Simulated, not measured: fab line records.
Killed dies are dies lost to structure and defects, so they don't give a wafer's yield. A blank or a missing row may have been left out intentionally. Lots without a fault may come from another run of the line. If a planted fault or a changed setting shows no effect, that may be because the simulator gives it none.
A lot that was struck, set against a sound lot / flow sky130 / 43 steps out of a route of 708
Sound: the wafers L987.1, L987.4, L987.5. Wafers struck: L993.1, L993.2, L993.5. The cause is given at the end.
Order at every step that has rows: each side's tool, ch and its chambers, its first start. Under that, the readings that differ: sound wafers / struck wafers / difference of the means / sigmas: that difference in standard deviations of wafers without a fault.
alike: a reading whose means differ by less than 2 such deviations, as well as words and numbers matching on both sides. not compared: withheld readings; readings where some wafer has no value; bounds like >300 that might hide an equal value; numbers whose values overlap and for which the record gives no deviation.
Wherever a step has rows on one side only, a row that says differs or no value, or a row with sigmas, the two part there. Non-overlapping numbers with no deviation appear without sigmas and do not part them. A reading that every wafer of one side lacks parts them only if that side has two wafers or more.

SKY_SPACER_ETCHBACK_02: etches Si3N4 in CH3F/O2, stops on SiO2, time 46.7 s, target depth 45 nm.
  sound on rieDiel-01 ch 1,2,3, day 23 11:50; struck on rieDiel-03 ch 2,3, day 26 05:30
  alike: biasW, drypumpMotorCurrentA, oesProductAu, throttleValvePct
  not compared: rfHoursCounterH
then, 8 steps without rows for these wafers: SKY_POLY_CUT_DEHYDRATE_00 (time 60 s); SKY_POLY_CUT_HMDS_01 (prime time 60 s); SKY_POLY_CUT_COAT_02 (resist thk 60 nm); SKY_POLY_CUT_COAT_03 (resist thk 450 nm); SKY_POLY_CUT_SOFTBAKE_04 (time 90 s); SKY_POLY_CUT_EXPOSE_05 (exposes mask NPCM, target cd 270 nm); SKY_POLY_CUT_PEB_06; SKY_POLY_CUT_DEVELOP_07 (develop time 60 s).
SKY_POLY_CUT_CD_MEAS_08: the cd target is 270 nm.
  struck on cdSem-01, day 27 10:45; sound on cdSem-01, day 24 16:42
  alike: cdNm
SKY_POLY_CUT_OVL_MEAS_09:
  struck on overlay-01, day 27 10:52; sound on overlay-02, day 24 16:49
  alike: POLY_CUT_OVL
SKY_POLY_CUT_ETCH_10: etches BARC in N2/H2, stops on SiO2, time 45.9 s, target depth 60 nm.
  sound on rieDiel-01 ch 0,2, day 24 16:52; struck on rieDiel-03 ch 2,3, day 27 10:55
  alike: biasW, drypumpMotorCurrentA, oesProductAu, throttleValvePct
  not compared: rfHoursCounterH
SKY_POLY_CUT_ETCH_11: etches Si3N4 in CF4/CH2F2/Ar, stops on poly-Si, time 42.5 s, target depth 60 nm.
  sound on rieDiel-01 ch 0,2, day 24 16:54; struck on rieDiel-03 ch 2,3, day 27 10:57
  alike: biasW, drypumpMotorCurrentA, oesProductAu, throttleValvePct
  not compared: rfHoursCounterH
SKY_POLY_CUT_STRIP_12: strips in O2/N2.
  sound on plasmaAsher-04 ch 0,1, day 24 16:56; struck on plasmaAsher-03 ch 0,1, day 27 10:59
  alike: drypumpMotorCurrentA, o2FlowSccm, oesProductAu, stripTimeToEndpointS
  not compared: rfHoursCounterH
then, 7 steps without rows for these wafers: SKY_SD_P_DEHYDRATE_00 (time 60 s); SKY_SD_P_HMDS_01 (prime time 60 s); SKY_SD_P_COAT_02 (resist thk 1140 nm); SKY_SD_P_SOFTBAKE_03 (time 60 s); SKY_SD_P_EXPOSE_04 (exposes mask PSDM, target cd 380 nm); SKY_SD_P_PEB_05; SKY_SD_P_DEVELOP_06 (develop time 60 s).
SKY_SD_P_CD_MEAS_07: the cd target is 380 nm.
  struck on cdSem-01, day 28 16:00; sound on cdSem-01, day 25 23:09
reading=cdNm (nm); sound=377.0 378.2 378.6; struck=382.8 384.6 382.1; difference=+5.2; sigmas=+2
SKY_SD_P_OVL_MEAS_08:
  struck on overlay-01, day 28 16:07; sound on overlay-02, day 25 23:16
  alike: SD_P_OVL
following that, these wafers have no rows for 1 step: SKY_SD_P_IMPLANT_09.
SKY_SD_P_STRIP_10: strips in O2/N2.
  sound on plasmaAsher-02 ch 0,1, day 25 23:28; struck on plasmaAsher-02 ch 0,1, day 28 16:19
  alike: drypumpMotorCurrentA, o2FlowSccm, oesProductAu, stripTimeToEndpointS
  not compared: rfHoursCounterH
SKY_SD_P_TW_MEAS_11:
  struck on filmMetro-04, day 28 16:25; sound on filmMetro-03, day 25 23:34
  alike: SD_P_TW
then, 8 steps without rows for these wafers: SKY_RES_XHIGH_DEHYDRATE_00 (time 60 s); SKY_RES_XHIGH_HMDS_01 (prime time 60 s); SKY_RES_XHIGH_COAT_02 (resist thk 1140 nm); SKY_RES_XHIGH_SOFTBAKE_03 (time 60 s); SKY_RES_XHIGH_EXPOSE_04 (exposes mask URPM, target cd 1270 nm); SKY_RES_XHIGH_PEB_05; SKY_RES_XHIGH_DEVELOP_06 (develop time 60 s); SKY_RES_XHIGH_IMPLANT_07.
SKY_RES_XHIGH_STRIP_08: strips in O2/N2.
  sound on plasmaAsher-01 ch 0,1, day 27 04:40; struck on plasmaAsher-01 ch 0,1, day 29 21:07
  alike: drypumpMotorCurrentA, o2FlowSccm, oesProductAu, stripTimeToEndpointS
  not compared: rfHoursCounterH
SKY_RES_XHIGH_TW_MEAS_09:
  struck on filmMetro-03, day 29 21:13; sound on filmMetro-04, day 27 04:46
  alike: RES_XHIGH_TW
then, 6 steps without rows for these wafers: SKY_SD_N_DEHYDRATE_00 (time 60 s); SKY_SD_N_HMDS_01 (prime time 60 s); SKY_SD_N_COAT_02 (resist thk 1140 nm); SKY_SD_N_SOFTBAKE_03 (time 60 s); SKY_SD_N_EXPOSE_04 (exposes mask NSDM, target cd 380 nm); SKY_SD_N_PEB_05.
-- record jumps: 18 days separate the struck wafers' starts on either side; left off in module SD_N, taken up again in module PAD_OPEN, whose first shown step is the route's number 708 --
SKY_PAD_OPEN_PROBE_99:
  struck on prober-02, day 48 02:42; sound on prober-01, day 46 02:47
reading=hold; sound=- - -; struck=awaitDispo/3.1h/release awaitDispo/3.1h/release awaitDispo/3.1h/release; difference=no value on the sound wafers; sigmas=
reading=killedAtFrontEnd; sound=19 25 19; struck=74 84 76; difference=+57; sigmas=+13
reading=killedDies; sound=103 106 89; struck=153 144 137; difference=+45; sigmas=+5
  alike: killed_at_M0_to_M3, killed_at_M4_up, killedAtContacts, killedAtOther, killedOpen, killedShort

## WHERE THEY PART
At SKY_SD_P_CD_MEAS_07 first; at SKY_PAD_OPEN_PROBE_99 last (within this record only).

WHY: the cause the simulator had injected
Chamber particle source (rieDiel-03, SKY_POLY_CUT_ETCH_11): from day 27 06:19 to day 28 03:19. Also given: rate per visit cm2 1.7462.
